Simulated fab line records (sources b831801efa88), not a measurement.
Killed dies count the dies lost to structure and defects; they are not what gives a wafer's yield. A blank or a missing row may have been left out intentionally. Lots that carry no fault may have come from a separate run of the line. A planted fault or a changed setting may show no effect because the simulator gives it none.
Comparing a struck lot with a sound one	flow sky130	22 steps out of a route of 708
Sound: the wafers L103.3, L103.5, L103.6. Struck: wafers L114.1, L114.2, L114.4. The cause comes at the end.
Per side, at each step with rows, come the tool, then ch with its chambers, and then its first start. Under that, the readings that differ: sound wafers	struck wafers	difference of the means	sigmas: that difference in standard deviations of wafers without a fault.
alike: words and numbers the same on both sides, and readings whose means are apart by under 2 such deviations; not compared: readings that were withheld, readings missing a value for some wafer, numbers with overlapping values and no deviation given by the record, and bounds like >300 which may hide the same value.
The two part at a step that has a row with sigmas, a row that says differs or no value, or rows on one side only. Non-overlapping numbers with no deviation appear without sigmas and do not part them. Lack of a reading on every wafer of one side parts them only where that side has two or more wafers.

SKY_METAL3_SPUTTER_00: material Ti, target thk 15 nm, time 10 s.
  struck on pvd-sputter-04, day 41 10:53; sound on pvd-sputter-04, day 37 18:01
  alike: throttle-valve-pct
SKY_METAL3_SPUTTER_01: material TiN, target thk 20 nm, time 16.7 s.
  struck on pvd-sputter-04, day 41 10:54; sound on pvd-sputter-04, day 37 18:02
  alike: throttle-valve-pct
then, 2 steps without rows for these wafers: SKY_METAL3_SPUTTER_02 (material AlCu, target thk 735 nm, time 39.1 s); SKY_METAL3_SPUTTER_03 (material Ti, target thk 5 nm, time 3.3 s).
SKY_METAL3_SPUTTER_04: material TiN, target thk 70 nm, time 58.3 s.
  struck on pvd-sputter-04, day 41 10:59; sound on pvd-sputter-04, day 37 18:08
  alike: throttle-valve-pct
SKY_CAPM_CVD_00: deposits SiO2, target thk 15.5 nm.
  sound on pecvd-02 ch 0,1, day 37 18:11; struck on pecvd-01 ch 0,1,2, day 41 11:02
  alike: heater-power-w
SKY_CAPM_THK_MEAS_01:
  struck on film-metro-03, day 41 11:04; sound on film-metro-01, day 37 18:13
  alike: CAPM_CVD_00_THK
SKY_CAPM_SPUTTER_02: material TiN, target thk 200 nm, time 166.7 s.
  struck on pvd-sputter-02, day 41 11:07; sound on pvd-sputter-01, day 37 18:16
  alike: throttle-valve-pct
SKY_CAPM_RS_MEAS_03: measurement is done with a four-point probe.
  struck on film-metro-01, day 41 11:14; sound on film-metro-03, day 37 18:25
  alike: CAPM_TIN_RS
SKY_CAPM_THK_MEAS_04: measures by xrf.
  struck on film-metro-01, day 41 11:21; sound on film-metro-03, day 37 18:31
  alike: CAPM_TIN_THK
then, 2 steps without rows for these wafers: SKY_CAPM_DEHYDRATE_05 (time 60 s); SKY_CAPM_HMDS_06 (prime time 60 s).
SKY_CAPM_COAT_07: resist thk 1140 nm.
  sound on litho-track-02 ch 0, day 38 07:10; struck on litho-track-01 ch 0, day 41 22:05
reading	sound	struck	difference	sigmas
dispense-pressure-kPa (kPa)	49 49 49	42 42 42	-7	-2
spin-speed-rpm (rpm)	2966.2 2967.4 2966.4	2962.9 2962.5 2961.4	-4.4	-2
model.NOVOLAK_of_CAPM_COAT_07.thk-nm (nm)	1145 1146 1147	1204 1204 1204	+58	
then, 4 steps without rows for these wafers: SKY_CAPM_SOFTBAKE_08 (time 60 s); SKY_CAPM_EXPOSE_09 (exposes mask CAPM, target cd 1000 nm); SKY_CAPM_PEB_10; SKY_CAPM_DEVELOP_11 (develop time 60 s).
SKY_CAPM_OVL_MEAS_12:
  struck on overlay-02, day 42 09:52; sound on overlay-02, day 38 19:46
reading	sound	struck	difference	sigmas
CAPM_OVL (nm)	0.2 -1.0 -2.3	-4.0 -3.9 -5.0	-3.3	-2
SKY_CAPM_METAL_ETCH_13: etches TiN in Cl2/BCl3, stops on SiO2, target depth 220 nm, time 62.9 s.
  sound on rie-metal-03 ch 0, day 38 19:50; struck on rie-metal-03 ch 0,1, day 42 09:54
reading	sound	struck	difference	sigmas
model.NOVOLAK_of_CAPM_COAT_07.thk-nm (nm)	996.9 997.2 999.1	1057 1056 1057	+59	
  alike: chamber-pressure-mTorr, drypump-motor-current-A, oes-product-au, throttle-valve-pct
  not compared: rf-hours-counter-h, model.CAPM.cd-nm
SKY_CAPM_STRIP_14: strips in O2/N2.
  sound on plasma-asher-01 ch 0,1, day 38 19:58; struck on plasma-asher-01 ch 0,1, day 42 10:00
reading	sound	struck	difference	sigmas
strip-time-to-endpoint-s (s)	12.70 12.70 12.72	13.30 13.29 13.29	+0.59	+14
  alike: chamber-pressure-mTorr, drypump-motor-current-A, oes-product-au
  not compared: rf-hours-counter-h
then, 1 step without rows for these wafers: SKY_CAPM_STRIP_15 (strips in post etch residue remover, time 1200 s).
-- the record jumps here: 7 days lie between the struck wafers' starts before and after (it left off in module CAPM and takes up again in module PAD_OPEN, whose first step shown is number 708 of the route) --
SKY_PAD_OPEN_PROBE_99:
  struck on prober-02, day 49 17:17; sound on prober-01, day 46 22:19
  alike: defect-limited-yield, killed_at_M0_to_M3, killed_at_M4_up, killed-at-contacts, killed-at-front-end, killed-at-other, killed-dies, killed-open, killed-short, sort_bin_3_pad_short, sort_bin_5_function, sort_bin_6_memory, sort-n-pass, sort-yield-pct

## WHERE THEY PART
Last at SKY_CAPM_STRIP_14 as far as this record goes, first at SKY_CAPM_COAT_07. Later steps at which nothing parts them and some readings are alike: SKY_PAD_OPEN_PROBE_99.

WHY: the cause the simulator had injected
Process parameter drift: litho-track-01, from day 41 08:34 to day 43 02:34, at SKY_CAPM_COAT_07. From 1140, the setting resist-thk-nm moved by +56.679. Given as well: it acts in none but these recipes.
